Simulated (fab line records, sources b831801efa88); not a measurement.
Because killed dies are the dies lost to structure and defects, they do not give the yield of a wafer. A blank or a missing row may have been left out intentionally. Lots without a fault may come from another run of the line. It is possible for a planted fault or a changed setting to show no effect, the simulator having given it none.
A lot that was struck, set against a sound lot    flow sky130    17 steps out of a route of 708
Sound: wafers L467.1, L467.3, L467.4. Wafers L475.1, L475.3, L475.6 were the ones struck. Last of all comes the cause.
At each step with rows: each side's tool, then ch and its chambers, then its first start. Under that, the readings that differ: sound wafers    struck wafers    difference of the means    sigmas: that difference in standard deviations of wafers without a fault.
alike: a reading whose means differ by less than 2 such deviations, as well as words and numbers matching on both sides. not compared: withheld readings; readings where some wafer has no value; bounds like >300 that might hide an equal value; numbers whose values overlap and for which the record gives no deviation.
A row with sigmas, a row that says differs or no value, or rows on one side alone: a step with any of these is where the two part. Numbers that have no deviation but don't overlap get no sigmas and don't part them. A reading that every wafer of one side lacks parts them only if that side has two wafers or more.

first, 1 step without rows for these wafers: SKY_LDD_N_IMPLANT_15.
SKY_LDD_N_STRIP_16: strips in O2/N2.
  sound on plasma-asher-02 ch 0,1, day 20 08:20; struck on plasma-asher-02 ch 0,1, day 23 11:38
  alike: chamber-pressure-mTorr, drypump-motor-current-A, n2-flow-sccm, oes-product-au, strip-time-to-endpoint-s
  not compared: rf-hours-counter-h
SKY_LDD_N_TW_MEAS_17:
  struck on film-metro-03, day 23 11:44; sound on film-metro-03, day 20 08:26
  alike: LDD_N_TW
then, 7 steps without rows for these wafers: SKY_LDD_P_DEHYDRATE_00 (time 60 s); SKY_LDD_P_HMDS_01 (prime time 60 s); SKY_LDD_P_COAT_02 (resist thk 1140 nm); SKY_LDD_P_SOFTBAKE_03 (time 60 s); SKY_LDD_P_EXPOSE_04 (exposes mask PSDM, target cd 380 nm); SKY_LDD_P_PEB_05; SKY_LDD_P_DEVELOP_06 (develop time 62.21 s).
SKY_LDD_P_CD_MEAS_07 targets a cd of 380 nm.
  struck on cd-sem-01, day 24 17:55; sound on cd-sem-02, day 21 16:04
  alike: cd-nm
SKY_LDD_P_OVL_MEAS_08:
  struck on overlay-02, day 24 18:02; sound on overlay-01, day 21 16:11
  alike: LDD_P_OVL
SKY_LDD_P_IMPLANT_09:
  sound on implanter-02 ch 0, day 21 16:13; struck on implanter-01 ch 0, day 24 18:04
reading                    sound              struck             difference  sigmas
implant-ion-amu            49 49 49           75 75 75           +26         
model.implant.drp-nm (nm)  11.41 11.41 11.41  8.431 8.431 8.431  -2.979      
model.implant.rp-nm (nm)   20.94 20.94 20.94  18.52 18.52 18.52  -2.42       
  alike: end-station-pressure-torr
SKY_LDD_P_STRIP_10: strips in O2/N2.
  sound on plasma-asher-01 ch 0,1, day 21 16:22; struck on plasma-asher-04 ch 1, day 24 18:13
  alike: chamber-pressure-mTorr, drypump-motor-current-A, n2-flow-sccm, oes-product-au, strip-time-to-endpoint-s
  not compared: rf-hours-counter-h
SKY_LDD_P_TW_MEAS_11:
  struck on film-metro-01, day 24 18:19; sound on film-metro-01, day 21 16:28
reading   sound        struck          difference  sigmas
LDD_P_TW  629 631 631  1046 1052 1042  +416        +47
then, 1 step without rows for these wafers: SKY_LDD_HVN_DEHYDRATE_00 (time 60 s).
-- here the record skips 25 days between the struck wafers' starts before and after, leaving off in module LDD_HVN and picking up in module PAD_OPEN (first step shown: number 708 of the route) --
SKY_PAD_OPEN_PROBE_99:
  struck on prober-02, day 50 05:43; sound on prober-02, day 48 06:32
reading                                  sound              struck             difference  sigmas
model.etest.pfet_01v8.r-on-ohm-um        2845 2921 2948     4154 4026 4222     +1229       
model.etest.pfet-g5v0d10v5.r-on-ohm-um   4626 4722 4761     4784 4810 4835     +107        
model.etest.pfet_01v8.drive-ua-um        195.9 192.3 189.6  130.1 136 128.5    -61.1       
model.etest.sram-pfet-latch.drive-ua-um  149.2 140.1 144.6  96.43 102.9 96.69  -45.96      
model.etest.pfet_01v8_hvt.drive-ua-um    145.9 143.4 140.1  94.82 98.29 94.6   -47.23      
model.etest.pfet_01v8_mvt.drive-ua-um    153.4 150.7 149    124.9 127.4 123.5  -25.8       
model.etest.pfet_01v8_lvt.drive-ua-um    177 176.4 174.7    153.6 155 150.8    -22.9       
model.etest.pfet-g5v0d10v5.drive-ua-um   351.7 347.8 343.2  342 339 337.8      -8          

WHERE THEY PART
Within this record, at SKY_LDD_P_TW_MEAS_11 only.

WHY: the cause the simulator had injected
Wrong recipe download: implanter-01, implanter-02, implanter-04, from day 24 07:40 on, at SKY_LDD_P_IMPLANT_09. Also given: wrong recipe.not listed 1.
